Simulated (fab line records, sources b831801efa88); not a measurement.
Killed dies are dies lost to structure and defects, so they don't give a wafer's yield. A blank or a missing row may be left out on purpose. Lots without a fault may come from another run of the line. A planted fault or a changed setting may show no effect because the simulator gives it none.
Problem report in the 8D (eight disciplines) form, filled by code | flow sky130 | the parts of the form that need people (team, actions taken, sign-off) are left out

1. THE PROBLEM
POLY_GATE_TW at SKY_RES_PROTECT_TW_MEAS_08 reads a mean of 3701 on 6 wafers of 2 lots; wafers without a fault read 4056 with a standard deviation of 53. That is -6.7 standard deviations from the usual mean.
First seen on wafer L923.2, day 21 11:02, on film_metro-03. The record holds 33 wafers of 11 lots with a number at this step. Rule for "out", or "out of limits": more than 4 standard deviations from the usual mean. The other wafers with a number count as sound.

2. WHAT IT IS AND WHAT IT IS NOT
question                    | is                           | is not
which readings at this step | POLY_GATE_TW                 | -
which lots                  | L923, L924                   | L909, L910, L912, L913, L915, L921, L925, L929, L932
which wafers of those lots  | all that have a number       | -
read on which gauges        | film_metro-03, film_metro-04 | film_metro-02
when                        | from day 21 11:02            | up to then (18 sound wafers); but 9 sound wafers of L925, L929, L932 came after

3. SUSPECTS, AND WHAT RULES EACH OUT
Counting: a tool at a process step up to the reading stays a suspect if it ran every lot that is out and no sound lot after the first of them.
- the gauge at SKY_RES_PROTECT_TW_MEAS_08: ruled out. The wafers that are out were read on 2 gauges (film_metro-03, film_metro-04).
- implanter-04 at SKY_POLY_GATE_IMPLANT_02: kept. It ran every lot that is out, first L923 (day 21 10:49), and no sound lot after that; its last sound lot up to then is L921 (day 20 14:56). Its own readings are out on those wafers: beam_on_s, dose_ions_cm2, end_station_pressure_torr.
- plasma_asher-01 at SKY_RES_PROTECT_STRIP_07 (strips in O2/N2): ruled out as a lasting fault. Sound lots L925 ran on it after its first lot that is out, L923 (day 21 10:56).
Left after counting: implanter-04 at SKY_POLY_GATE_IMPLANT_02.

4. THE CAUSE (what the simulator had put in)
Process parameter drift: implanter-04, from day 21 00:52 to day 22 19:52, at SKY_POLY_GATE_IMPLANT_02. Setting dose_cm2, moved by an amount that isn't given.
Counting left only this tool.

5. THE CHAIN OF EFFECTS, in route order
Each row: a reading whose mean over the struck wafers that have a number lies more than 3 standard deviations from the usual. Only readings for which the record gives a usual standard deviation are gone through. hours: the time from each lot's start at the first step in this table that gives one to its start at this step, as a median over the lots. sigmas: the change in usual standard deviations.
hours | step                       | reading                   | usual         | on struck wafers | change     | sigmas
0     | SKY_POLY_GATE_IMPLANT_02   | beam_on_s                 | 32.9 s        | 12.2             | -20.6      | -16
0     | SKY_POLY_GATE_IMPLANT_02   | dose_ions_cm2             | 7.701e+15     | 2.924e+15        | -4.777e+15 | -99 or more
0     | SKY_POLY_GATE_IMPLANT_02   | end_station_pressure_torr | 1.15e-05 Torr | 1.50e-05         | +3.45e-06  | +5.1
0     | SKY_RES_PROTECT_STRIP_07   | oes_product_au            | 0.517 a.u.    | 0.572            | +0.055     | +11
0     | SKY_RES_PROTECT_STRIP_07   | strip_time_to_endpoint_s  | 23.30 s       | 19.54            | -3.76      | -90
0     | SKY_RES_PROTECT_TW_MEAS_08 | POLY_GATE_TW              | 4056          | 3701             | -355       | -6.7
The process steps in it:
- SKY_POLY_GATE_IMPLANT_02
- SKY_RES_PROTECT_STRIP_07: strips in O2/N2.
Later measuring or inspecting steps at which every struck wafer that the step has a row for has a number for every such reading, and none has moved that far: SKY_POLY_GATE_THK_MEAS_04.

6. WHAT WOULD HAVE CAUGHT IT SOONER
In this record the first reading out of limits at a measuring or inspecting step was taken at day 21 11:02, 10 hours after the fault began at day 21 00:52.
The tool's own readings at SKY_POLY_GATE_IMPLANT_02 were out on every struck wafer that the step has a row for (beam_on_s, dose_ions_cm2, end_station_pressure_torr): an alarm limit on them would have fired on the first of those.
Of the lots that are out (2), L924 began SKY_POLY_GATE_IMPLANT_02 on implanter-04 after day 21 11:02. A hold on the tool at that time would have spared it.
